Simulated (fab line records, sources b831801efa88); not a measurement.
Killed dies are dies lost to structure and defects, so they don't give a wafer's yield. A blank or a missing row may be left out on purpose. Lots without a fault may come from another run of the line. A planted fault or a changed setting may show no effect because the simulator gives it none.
Chamber matching | flow sky130 | SKY_CONTACT_ETCH_16 on rie_diel-03: 4 sister chambers
The step etches BARC in N2/H2, stops on SiO2, time 45.9 s, target depth 60 nm. 16 wafers are shown with their chamber, then 8 later ones without.

WAFERS WITH THEIR CHAMBER
wafer  | chamber | drypump_motor_current_A (A) | oes_product_au (a.u.) | throttle_valve_pct (%)
L406.1 | 0       | 5.8                         | 0.850                 | 13.210
L406.3 | 1       | 5.3                         | 0.863                 | 13.225
L406.4 | 3       | 6.3                         | 0.856                 | 13.236
L409.4 | 0       | 5.9                         | 0.859                 | 13.232
L409.5 | 3       | 6.3                         | 0.851                 | 13.215
L409.6 | 0       | 5.9                         | 0.862                 | 13.207
L413.1 | 0       | 5.9                         | 0.857                 | 13.228
L413.2 | 3       | 6.3                         | 0.854                 | 13.224
L413.3 | 1       | 5.3                         | 0.860                 | 13.221
L412.2 | 3       | 6.3                         | 0.849                 | 13.231
L412.4 | 0       | 5.9                         | 0.854                 | 13.220
L412.5 | 2       | 5.6                         | 0.859                 | 13.233
L415.2 | 1       | 5.4                         | 0.855                 | 13.237
L415.4 | 2       | 5.7                         | 0.848                 | 13.237
L415.6 | 2       | 5.7                         | 0.850                 | 13.226
L417.1 | 2       | 5.7                         | 0.850                 | 13.222

SIGNATURES (means of the wafers above)
reading                 | chamber 0 | chamber 1 | chamber 2 | chamber 3 | scatter within a chamber
drypump_motor_current_A | 5.880     | 5.333     | 5.675     | 6.300     | 0.043
oes_product_au          | 0.85640   | 0.85933   | 0.85175   | 0.85250   | 0.00428
throttle_valve_pct      | 13.21940  | 13.22767  | 13.22950  | 13.22650  | 0.00913
Rule: a wafer's distance from a chamber is the root of the sum, over the readings, of the square of ((its reading less the chamber's mean) divided by the reading's scatter). The wafer belongs to the nearest chamber; if the next one is less than 2 further off, it can't be placed. The scatter: the root of (the sum of the squares of (reading less its chamber's mean) over the shown wafers, divided by (wafers less chambers)).

WAFERS WITHOUT THEIR CHAMBER
wafer  | drypump_motor_current_A (A) | oes_product_au (a.u.) | throttle_valve_pct (%)
L417.4 | 5.9                         | 0.855                 | 13.225
L417.5 | 5.8                         | 0.856                 | 13.225
L421.1 | 5.6                         | 0.863                 | 13.219
L421.2 | 6.3                         | 0.853                 | 13.222
L421.5 | 6.3                         | 0.855                 | 13.230
L429.1 | 5.8                         | 0.852                 | 13.215
L429.3 | 6.3                         | 0.854                 | 13.217
L429.4 | 5.6                         | 0.857                 | 13.223

WHICH CHAMBER EACH WENT THROUGH
wafer  | from the rows above     | in truth
L417.4 | 0                       | 0
L417.5 | can't be placed: 0 or 2 | 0
L421.1 | 2                       | 2
L421.2 | 3                       | 3
L421.5 | 3                       | 3
L429.1 | can't be placed: 0 or 2 | 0
L429.3 | 3                       | 3
L429.4 | 2                       | 2
Placed correctly: 6 of 8. Can't be placed from these rows: 2 (the true chamber is among the candidates in 2). Placed wrongly: 0.
